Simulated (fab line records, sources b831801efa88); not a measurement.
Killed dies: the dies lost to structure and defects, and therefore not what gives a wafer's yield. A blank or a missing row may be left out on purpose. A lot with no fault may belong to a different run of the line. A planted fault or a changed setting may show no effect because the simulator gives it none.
Matching of chambers ; flow sky130 ; rie_diel-03 running SKY_METAL4_ETCH_17: 4 sister chambers
The step etches SiO2 in C4F8/O2/Ar, stops on TiN, time 3.9 s, target depth 15 nm. 8 wafers are shown with their chamber, then 12 later ones without.

EACH WAFER AND ITS CHAMBER
wafer;chamber;oes_product_au (a.u.)
L082.1;3;0.744
L083.1;3;0.754
L089.4;2;0.756
L089.5;1;0.753
L089.6;0;0.764
L091.1;0;0.763
L091.2;2;0.749
L091.3;1;0.761

WAFERS MISSING THEIR CHAMBER
wafer;oes_product_au (a.u.)
L091.4;0.757
L091.5;0.770
L091.6;0.766
L093.1;0.756
L093.2;0.746
L093.4;0.754
L094.1;0.744
L094.2;0.743
L094.3;0.750
L094.4;0.758
L094.5;0.758
L094.6;0.750

THE CHAMBER EACH PASSED THROUGH
wafer;from the rows above;in truth
L091.4;can't be placed: 1 or 2 or 0 or 3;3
L091.5;can't be placed: 0 or 1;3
L091.6;can't be placed: 0 or 1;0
L093.1;can't be placed: 1 or 2 or 3 or 0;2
L093.2;can't be placed: 3 or 2 or 1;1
L093.4;can't be placed: 2 or 1 or 3 or 0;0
L094.1;can't be placed: 3 or 2 or 1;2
L094.2;can't be placed: 3 or 2 or 1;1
L094.3;can't be placed: 3 or 2 or 1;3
L094.4;can't be placed: 1 or 0 or 2 or 3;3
L094.5;can't be placed: 1 or 0 or 2 or 3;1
L094.6;can't be placed: 3 or 2 or 1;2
Correctly placed: 0 of 12. Cannot be placed on the basis of these rows: 12; the candidates contain the true chamber in 11. Placed wrongly: 0.
How it was worked out, from the rows above alone: a wafer's distance from a chamber is the root of the sum, over the readings, of the square of ((its reading less the chamber's mean) divided by the reading's scatter). The wafer belongs to the nearest chamber; if the next one is less than 2 further off, it can't be placed. The mean given for a chamber averages the wafers shown for that chamber. The scatter: the root of (the sum of the squares of (reading less its chamber's mean) over the shown wafers, divided by (wafers less chambers)).
